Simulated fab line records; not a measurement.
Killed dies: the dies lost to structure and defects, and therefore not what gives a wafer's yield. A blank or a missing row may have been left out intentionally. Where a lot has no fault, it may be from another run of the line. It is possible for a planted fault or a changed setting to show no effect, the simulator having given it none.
Which of the tools did it? || flow gf180mcu || 72 wafers from 24 lots sampled at 3 of the route's 602 steps

WHAT THE GAUGES READ, wafer by wafer
GF_M1_CD_MEAS_14: the cd target is 230 nm. Usual: cd_nm at 230.1 nm, with a standard deviation of 1.2.
{"lot": "L074", "measured": "day 17 06:38", "on": "cd_sem-02", "cd_nm (nm)": "230.6 231.1 230.5", "flag": ""}
{"lot": "L075", "measured": "day 17 12:29", "on": "cd_sem-02", "cd_nm (nm)": "231.2 230.8 230.6", "flag": ""}
{"lot": "L076", "measured": "day 18 00:18", "on": "cd_sem-02", "cd_nm (nm)": "229.7 228.1 229.6", "flag": ""}
{"lot": "L077", "measured": "day 18 05:29", "on": "cd_sem-01", "cd_nm (nm)": "229.1 228.3 229.9", "flag": ""}
{"lot": "L078", "measured": "day 18 18:56", "on": "cd_sem-02", "cd_nm (nm)": "231.0 231.1 230.3", "flag": ""}
{"lot": "L079", "measured": "day 19 06:07", "on": "cd_sem-02", "cd_nm (nm)": "229.9 229.1 230.3", "flag": ""}
{"lot": "L080", "measured": "day 19 11:06", "on": "cd_sem-02", "cd_nm (nm)": "231.5 231.3 230.9", "flag": ""}
{"lot": "L081", "measured": "day 19 17:11", "on": "cd_sem-02", "cd_nm (nm)": "229.9 229.4 229.1", "flag": ""}
{"lot": "L082", "measured": "day 20 01:10", "on": "cd_sem-01", "cd_nm (nm)": "228.8 227.8 229.2", "flag": ""}
{"lot": "L083", "measured": "day 20 21:11", "on": "cd_sem-01", "cd_nm (nm)": "232.1 231.9 231.8", "flag": ""}
{"lot": "L084", "measured": "day 21 08:20", "on": "cd_sem-02", "cd_nm (nm)": "230.8 231.7 232.4", "flag": ""}
{"lot": "L085", "measured": "day 21 13:34", "on": "cd_sem-01", "cd_nm (nm)": "229.5 229.1 230.6", "flag": ""}
{"lot": "L086", "measured": "day 22 06:55", "on": "cd_sem-02", "cd_nm (nm)": "229.5 231.3 229.3", "flag": ""}
{"lot": "L087", "measured": "day 23 00:13", "on": "cd_sem-02", "cd_nm (nm)": "229.3 229.5 229.1", "flag": ""}
{"lot": "L089", "measured": "day 23 03:04", "on": "cd_sem-01", "cd_nm (nm)": "230.8 230.4 231.1", "flag": ""}
{"lot": "L088", "measured": "day 23 03:19", "on": "cd_sem-02", "cd_nm (nm)": "231.6 230.5 231.3", "flag": ""}
{"lot": "L090", "measured": "day 23 13:58", "on": "cd_sem-01", "cd_nm (nm)": "229.7 229.0 230.4", "flag": ""}
{"lot": "L091", "measured": "day 23 16:34", "on": "cd_sem-01", "cd_nm (nm)": "230.2 229.5 230.2", "flag": ""}
{"lot": "L092", "measured": "day 23 22:17", "on": "cd_sem-01", "cd_nm (nm)": "229.7 229.7 229.7", "flag": ""}
{"lot": "L093", "measured": "day 24 05:47", "on": "cd_sem-02", "cd_nm (nm)": "230.1 228.3 228.8", "flag": ""}
{"lot": "L094", "measured": "day 24 13:32", "on": "cd_sem-02", "cd_nm (nm)": "227.5 228.7 228.5", "flag": ""}
{"lot": "L095", "measured": "day 24 18:16", "on": "cd_sem-02", "cd_nm (nm)": "228.2 227.8 229.3", "flag": ""}
{"lot": "L096", "measured": "day 25 01:56", "on": "cd_sem-02", "cd_nm (nm)": "229.3 228.7 229.4", "flag": ""}
{"lot": "L097", "measured": "day 25 13:16", "on": "cd_sem-02", "cd_nm (nm)": "234.0 231.1 232.0", "flag": ""}

WHAT TOOL EACH LOT RAN ON (gives the tool, then ch and the chambers of the sampled wafers, and finally the start)
{"lot": "L074", "GF_CONTACT_CMP_04": "cmp-01 ch 1,3, day 15 08:02", "GF_M1_SPUTTER_02": "pvd_sputter-02, day 16 07:38"}
{"lot": "L075", "GF_CONTACT_CMP_04": "cmp-01 ch 0,1,3, day 15 13:44", "GF_M1_SPUTTER_02": "pvd_sputter-02, day 16 13:16"}
{"lot": "L076", "GF_CONTACT_CMP_04": "cmp-01 ch 0,2,3, day 16 00:28", "GF_M1_SPUTTER_02": "pvd_sputter-02, day 17 00:59"}
{"lot": "L077", "GF_CONTACT_CMP_04": "cmp-01 ch 0,3, day 16 04:56", "GF_M1_SPUTTER_02": "pvd_sputter-04, day 17 05:38"}
{"lot": "L078", "GF_CONTACT_CMP_04": "cmp-01 ch 0,2,3, day 16 18:14", "GF_M1_SPUTTER_02": "pvd_sputter-04, day 17 19:13"}
{"lot": "L079", "GF_CONTACT_CMP_04": "cmp-01 ch 0,1, day 17 04:36", "GF_M1_SPUTTER_02": "pvd_sputter-03, day 18 05:56"}
{"lot": "L080", "GF_CONTACT_CMP_04": "cmp-02 ch 0,2,3, day 17 09:32", "GF_M1_SPUTTER_02": "pvd_sputter-04, day 18 10:41"}
{"lot": "L081", "GF_CONTACT_CMP_04": "cmp-01 ch 2,3, day 17 15:07", "GF_M1_SPUTTER_02": "pvd_sputter-02, day 18 16:41"}
{"lot": "L082", "GF_CONTACT_CMP_04": "cmp-02 ch 0,1,2, day 17 23:26", "GF_M1_SPUTTER_02": "pvd_sputter-04, day 19 00:53"}
{"lot": "L083", "GF_CONTACT_CMP_04": "cmp-02 ch 0,1,2, day 18 18:25", "GF_M1_SPUTTER_02": "pvd_sputter-04, day 19 20:44"}
{"lot": "L084", "GF_CONTACT_CMP_04": "cmp-01 ch 1,2,3, day 19 06:22", "GF_M1_SPUTTER_02": "pvd_sputter-04, day 20 08:01"}
{"lot": "L085", "GF_CONTACT_CMP_04": "cmp-02 ch 0,1,3, day 19 11:11", "GF_M1_SPUTTER_02": "pvd_sputter-02, day 20 13:23"}
{"lot": "L086", "GF_CONTACT_CMP_04": "cmp-01 ch 0,1,3, day 20 05:58", "GF_M1_SPUTTER_02": "pvd_sputter-02, day 21 07:29"}
{"lot": "L087", "GF_CONTACT_CMP_04": "cmp-01 ch 0,2,3, day 20 23:24", "GF_M1_SPUTTER_02": "pvd_sputter-03, day 22 00:53"}
{"lot": "L089", "GF_CONTACT_CMP_04": "cmp-01 ch 0,1, day 21 01:43", "GF_M1_SPUTTER_02": "pvd_sputter-02, day 22 03:32"}
{"lot": "L088", "GF_CONTACT_CMP_04": "cmp-02 ch 1,2, day 21 01:50", "GF_M1_SPUTTER_02": "pvd_sputter-04, day 22 04:01"}
{"lot": "L090", "GF_CONTACT_CMP_04": "cmp-01 ch 0,1,3, day 21 13:05", "GF_M1_SPUTTER_02": "pvd_sputter-02, day 22 14:52"}
{"lot": "L091", "GF_CONTACT_CMP_04": "cmp-01 ch 2,3, day 21 16:47", "GF_M1_SPUTTER_02": "pvd_sputter-02, day 22 17:46"}
{"lot": "L092", "GF_CONTACT_CMP_04": "cmp-01 ch 1,2,3, day 21 22:23", "GF_M1_SPUTTER_02": "pvd_sputter-04, day 22 23:22"}
{"lot": "L093", "GF_CONTACT_CMP_04": "cmp-02 ch 1,2,3, day 22 05:11", "GF_M1_SPUTTER_02": "pvd_sputter-02, day 23 06:38"}
{"lot": "L094", "GF_CONTACT_CMP_04": "cmp-02 ch 1,2, day 22 14:05", "GF_M1_SPUTTER_02": "pvd_sputter-03, day 23 14:56"}
{"lot": "L095", "GF_CONTACT_CMP_04": "cmp-02 ch 0,1,2, day 22 19:42", "GF_M1_SPUTTER_02": "pvd_sputter-02, day 23 20:13"}
{"lot": "L096", "GF_CONTACT_CMP_04": "cmp-01 ch 0,3, day 23 02:46", "GF_M1_SPUTTER_02": "pvd_sputter-04, day 24 04:10"}
{"lot": "L097", "GF_CONTACT_CMP_04": "cmp-01 ch 0,2,3, day 23 15:22", "GF_M1_SPUTTER_02": "pvd_sputter-02, day 24 15:37"}
- GF_CONTACT_CMP_04: polishes SiO2.
- GF_M1_SPUTTER_02: material AlCu, target thk 450 nm, time 23.9 s.

AS READ BY THE TOOLS THEMSELVES (means over the sampled wafers that have a number; for cases with no such wafer, the mark the record gives instead)
GF_CONTACT_CMP_04. Usual: head_pressure_psi 4.000 psi, standard deviation 0.0091; motor_current_A 12.0 A, standard deviation 2; retaining_ring_pressure_frac 1.000, standard deviation 0.0042; slurry_filter_dp_kPa 13.48 kPa, standard deviation 0.13; time_to_endpoint_s 114 s, standard deviation 5.4.
{"lot": "L074", "tool": "cmp-01", "head_pressure_psi (psi)": 4.003, "motor_current_A (A)": 11.0, "retaining_ring_pressure_frac": 1.002, "slurry_filter_dp_kPa (kPa)": 13.36, "time_to_endpoint_s (s)": 110, "flag": ""}
{"lot": "L075", "tool": "cmp-01", "head_pressure_psi (psi)": 4.000, "motor_current_A (A)": 12.0, "retaining_ring_pressure_frac": 1.005, "slurry_filter_dp_kPa (kPa)": 13.51, "time_to_endpoint_s (s)": 116, "flag": ""}
{"lot": "L076", "tool": "cmp-01", "head_pressure_psi (psi)": 3.996, "motor_current_A (A)": 11.4, "retaining_ring_pressure_frac": 0.997, "slurry_filter_dp_kPa (kPa)": 13.51, "time_to_endpoint_s (s)": 120, "flag": ""}
{"lot": "L077", "tool": "cmp-01", "head_pressure_psi (psi)": 4.000, "motor_current_A (A)": 12.3, "retaining_ring_pressure_frac": 1.000, "slurry_filter_dp_kPa (kPa)": 13.39, "time_to_endpoint_s (s)": 119, "flag": ""}
{"lot": "L078", "tool": "cmp-01", "head_pressure_psi (psi)": 4.001, "motor_current_A (A)": 11.4, "retaining_ring_pressure_frac": 0.995, "slurry_filter_dp_kPa (kPa)": 13.48, "time_to_endpoint_s (s)": 113, "flag": ""}
{"lot": "L079", "tool": "cmp-01", "head_pressure_psi (psi)": 3.998, "motor_current_A (A)": 13.4, "retaining_ring_pressure_frac": 1.004, "slurry_filter_dp_kPa (kPa)": 13.45, "time_to_endpoint_s (s)": 115, "flag": ""}
{"lot": "L080", "tool": "cmp-02", "head_pressure_psi (psi)": 4.005, "motor_current_A (A)": 12.6, "retaining_ring_pressure_frac": 1.000, "slurry_filter_dp_kPa (kPa)": 13.54, "time_to_endpoint_s (s)": 108, "flag": ""}
{"lot": "L081", "tool": "cmp-01", "head_pressure_psi (psi)": 4.002, "motor_current_A (A)": 9.9, "retaining_ring_pressure_frac": 1.002, "slurry_filter_dp_kPa (kPa)": 13.52, "time_to_endpoint_s (s)": 119, "flag": ""}
{"lot": "L082", "tool": "cmp-02", "head_pressure_psi (psi)": 4.003, "motor_current_A (A)": 14.3, "retaining_ring_pressure_frac": 1.004, "slurry_filter_dp_kPa (kPa)": 13.49, "time_to_endpoint_s (s)": 114, "flag": ""}
{"lot": "L083", "tool": "cmp-02", "head_pressure_psi (psi)": 3.994, "motor_current_A (A)": 13.5, "retaining_ring_pressure_frac": 1.000, "slurry_filter_dp_kPa (kPa)": 13.52, "time_to_endpoint_s (s)": 118, "flag": ""}
{"lot": "L084", "tool": "cmp-01", "head_pressure_psi (psi)": 4.011, "motor_current_A (A)": 10.8, "retaining_ring_pressure_frac": 0.997, "slurry_filter_dp_kPa (kPa)": 13.49, "time_to_endpoint_s (s)": 118, "flag": ""}
{"lot": "L085", "tool": "cmp-02", "head_pressure_psi (psi)": 4.012, "motor_current_A (A)": 13.6, "retaining_ring_pressure_frac": 1.002, "slurry_filter_dp_kPa (kPa)": 13.48, "time_to_endpoint_s (s)": 116, "flag": ""}
{"lot": "L086", "tool": "cmp-01", "head_pressure_psi (psi)": 3.996, "motor_current_A (A)": 11.8, "retaining_ring_pressure_frac": 1.000, "slurry_filter_dp_kPa (kPa)": 13.39, "time_to_endpoint_s (s)": 108, "flag": ""}
{"lot": "L087", "tool": "cmp-01", "head_pressure_psi (psi)": 3.994, "motor_current_A (A)": 10.9, "retaining_ring_pressure_frac": 0.995, "slurry_filter_dp_kPa (kPa)": 13.56, "time_to_endpoint_s (s)": 109, "flag": ""}
{"lot": "L089", "tool": "cmp-01", "head_pressure_psi (psi)": 4.002, "motor_current_A (A)": 12.9, "retaining_ring_pressure_frac": 1.000, "slurry_filter_dp_kPa (kPa)": 13.47, "time_to_endpoint_s (s)": 115, "flag": ""}
{"lot": "L088", "tool": "cmp-02", "head_pressure_psi (psi)": 3.999, "motor_current_A (A)": 12.1, "retaining_ring_pressure_frac": 1.001, "slurry_filter_dp_kPa (kPa)": 13.45, "time_to_endpoint_s (s)": 112, "flag": ""}
{"lot": "L090", "tool": "cmp-01", "head_pressure_psi (psi)": 3.995, "motor_current_A (A)": 11.9, "retaining_ring_pressure_frac": 1.002, "slurry_filter_dp_kPa (kPa)": 13.56, "time_to_endpoint_s (s)": 118, "flag": ""}
{"lot": "L091", "tool": "cmp-01", "head_pressure_psi (psi)": 3.994, "motor_current_A (A)": 10.3, "retaining_ring_pressure_frac": 0.997, "slurry_filter_dp_kPa (kPa)": 13.51, "time_to_endpoint_s (s)": 109, "flag": ""}
{"lot": "L092", "tool": "cmp-01", "head_pressure_psi (psi)": 3.997, "motor_current_A (A)": 11.2, "retaining_ring_pressure_frac": 0.999, "slurry_filter_dp_kPa (kPa)": 13.45, "time_to_endpoint_s (s)": 111, "flag": ""}
{"lot": "L093", "tool": "cmp-02", "head_pressure_psi (psi)": 4.000, "motor_current_A (A)": 11.9, "retaining_ring_pressure_frac": 1.004, "slurry_filter_dp_kPa (kPa)": 13.61, "time_to_endpoint_s (s)": 122, "flag": ""}
{"lot": "L094", "tool": "cmp-02", "head_pressure_psi (psi)": 4.009, "motor_current_A (A)": 13.2, "retaining_ring_pressure_frac": 0.999, "slurry_filter_dp_kPa (kPa)": 13.38, "time_to_endpoint_s (s)": 121, "flag": ""}
{"lot": "L095", "tool": "cmp-02", "head_pressure_psi (psi)": 4.006, "motor_current_A (A)": 13.9, "retaining_ring_pressure_frac": 0.998, "slurry_filter_dp_kPa (kPa)": 13.40, "time_to_endpoint_s (s)": 120, "flag": ""}
{"lot": "L096", "tool": "cmp-01", "head_pressure_psi (psi)": 3.998, "motor_current_A (A)": 11.4, "retaining_ring_pressure_frac": 1.003, "slurry_filter_dp_kPa (kPa)": 13.53, "time_to_endpoint_s (s)": 114, "flag": ""}
{"lot": "L097", "tool": "cmp-01", "head_pressure_psi (psi)": 3.990, "motor_current_A (A)": 11.6, "retaining_ring_pressure_frac": 1.004, "slurry_filter_dp_kPa (kPa)": 13.46, "time_to_endpoint_s (s)": 109, "flag": ""}

GF_M1_SPUTTER_02. Usual: throttle_valve_pct at 29.7 %, with a standard deviation of 1.1.
{"lot": "L074", "tool": "pvd_sputter-02", "throttle_valve_pct (%)": 30.1, "flag": ""}
{"lot": "L075", "tool": "pvd_sputter-02", "throttle_valve_pct (%)": 30.0, "flag": ""}
{"lot": "L076", "tool": "pvd_sputter-02", "throttle_valve_pct (%)": 30.2, "flag": ""}
{"lot": "L077", "tool": "pvd_sputter-04", "throttle_valve_pct (%)": 28.8, "flag": ""}
{"lot": "L078", "tool": "pvd_sputter-04", "throttle_valve_pct (%)": 28.8, "flag": ""}
{"lot": "L079", "tool": "pvd_sputter-03", "throttle_valve_pct (%)": 31.8, "flag": ""}
{"lot": "L080", "tool": "pvd_sputter-04", "throttle_valve_pct (%)": 30.5, "flag": ""}
{"lot": "L081", "tool": "pvd_sputter-02", "throttle_valve_pct (%)": 29.8, "flag": ""}
{"lot": "L082", "tool": "pvd_sputter-04", "throttle_valve_pct (%)": 30.2, "flag": ""}
{"lot": "L083", "tool": "pvd_sputter-04", "throttle_valve_pct (%)": 29.2, "flag": ""}
{"lot": "L084", "tool": "pvd_sputter-04", "throttle_valve_pct (%)": 29.0, "flag": ""}
{"lot": "L085", "tool": "pvd_sputter-02", "throttle_valve_pct (%)": 30.0, "flag": ""}
{"lot": "L086", "tool": "pvd_sputter-02", "throttle_valve_pct (%)": 29.4, "flag": ""}
{"lot": "L087", "tool": "pvd_sputter-03", "throttle_valve_pct (%)": 31.0, "flag": ""}
{"lot": "L089", "tool": "pvd_sputter-02", "throttle_valve_pct (%)": 29.5, "flag": ""}
{"lot": "L088", "tool": "pvd_sputter-04", "throttle_valve_pct (%)": 28.8, "flag": ""}
{"lot": "L090", "tool": "pvd_sputter-02", "throttle_valve_pct (%)": 29.4, "flag": ""}
{"lot": "L091", "tool": "pvd_sputter-02", "throttle_valve_pct (%)": 29.2, "flag": ""}
{"lot": "L092", "tool": "pvd_sputter-04", "throttle_valve_pct (%)": 29.5, "flag": ""}
{"lot": "L093", "tool": "pvd_sputter-02", "throttle_valve_pct (%)": 30.1, "flag": ""}
{"lot": "L094", "tool": "pvd_sputter-03", "throttle_valve_pct (%)": 31.8, "flag": ""}
{"lot": "L095", "tool": "pvd_sputter-02", "throttle_valve_pct (%)": 29.3, "flag": ""}
{"lot": "L096", "tool": "pvd_sputter-04", "throttle_valve_pct (%)": 29.0, "flag": ""}
{"lot": "L097", "tool": "pvd_sputter-02", "throttle_valve_pct (%)": 29.3, "flag": ""}

THE ANSWER, worked out from the rows above alone
Rule: take the mean of a lot's wafers that have a number; if it is more than 3 standard deviations from the usual mean, the lot is off. A lot without any number at a reading at which 4 lots or more have one is off too. Where the step has rows for the other lots, those lots are counted as sound. After the gauges, taken in route order, come the tools' own readings; for these a lot's mean is taken, as printed above. At the first step where some lot is off, the reading lying furthest off is the one used; lots without a number count as furthest.
Across all readings shown, no lot is off: no conclusion can be drawn from this.

WHAT WAS PUT IN BY THE SIMULATOR
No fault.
